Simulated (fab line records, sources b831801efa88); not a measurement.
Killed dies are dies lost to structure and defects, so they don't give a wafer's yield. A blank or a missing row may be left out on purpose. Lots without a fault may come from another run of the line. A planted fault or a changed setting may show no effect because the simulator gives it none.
Chamber matching | flow gf180mcu | GF_PASSIVATION_ETCH_11 on rie_diel-04: 4 sister chambers
The step etches the open film in CF4/O2, stops on TiN, target depth 1800 nm, time 400 s. 8 wafers are shown with their chamber, then 12 later ones without.

WAFERS WITH THEIR CHAMBER
wafer  | chamber | drypump_motor_current_A (A) | oes_product_au (a.u.)
L084.3 | 0       | 5.5                         | 0.968
L084.6 | 0       | 5.5                         | 0.977
L085.3 | 1       | 5.8                         | 0.972
L088.2 | 2       | 5.6                         | 0.956
L088.5 | 3       | 4.7                         | 0.977
L089.1 | 1       | 5.9                         | 0.962
L089.2 | 3       | 4.7                         | 0.960
L089.3 | 2       | 5.7                         | 0.952

WAFERS WITHOUT THEIR CHAMBER
wafer  | drypump_motor_current_A (A) | oes_product_au (a.u.)
L089.4 | 5.8                         | 0.972
L089.5 | 4.7                         | 0.972
L089.6 | 5.7                         | 0.957
L092.4 | 5.6                         | 0.980
L092.5 | 4.7                         | 0.976
L092.6 | 5.6                         | 0.977
L094.1 | 5.9                         | 0.952
L094.2 | 5.5                         | 0.953
L094.6 | 5.7                         | 0.959
L096.2 | 4.7                         | 0.962
L096.3 | 5.6                         | 0.953
L096.4 | 5.9                         | 0.967

WHICH CHAMBER EACH WENT THROUGH
wafer  | from the rows above     | in truth
L089.4 | 1                       | 1
L089.5 | 3                       | 3
L089.6 | 2                       | 2
L092.4 | can't be placed: 0 or 2 | 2
L092.5 | 3                       | 3
L092.6 | can't be placed: 0 or 2 | 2
L094.1 | 1                       | 1
L094.2 | can't be placed: 0 or 2 | 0
L094.6 | can't be placed: 2 or 1 | 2
L096.2 | 3                       | 3
L096.3 | 2                       | 2
L096.4 | 1                       | 1
Placed correctly: 8 of 12. Can't be placed from these rows: 4 (the true chamber is among the candidates in 4). Placed wrongly: 0.
How it was worked out, from the rows above alone: a wafer's distance from a chamber is the root of the sum, over the readings, of the square of ((its reading less the chamber's mean) divided by the reading's scatter). The wafer belongs to the nearest chamber; if the next one is less than 2 further off, it can't be placed. A chamber's mean is the mean of its shown wafers. The scatter: the root of (the sum of the squares of (reading less its chamber's mean) over the shown wafers, divided by (wafers less chambers)).
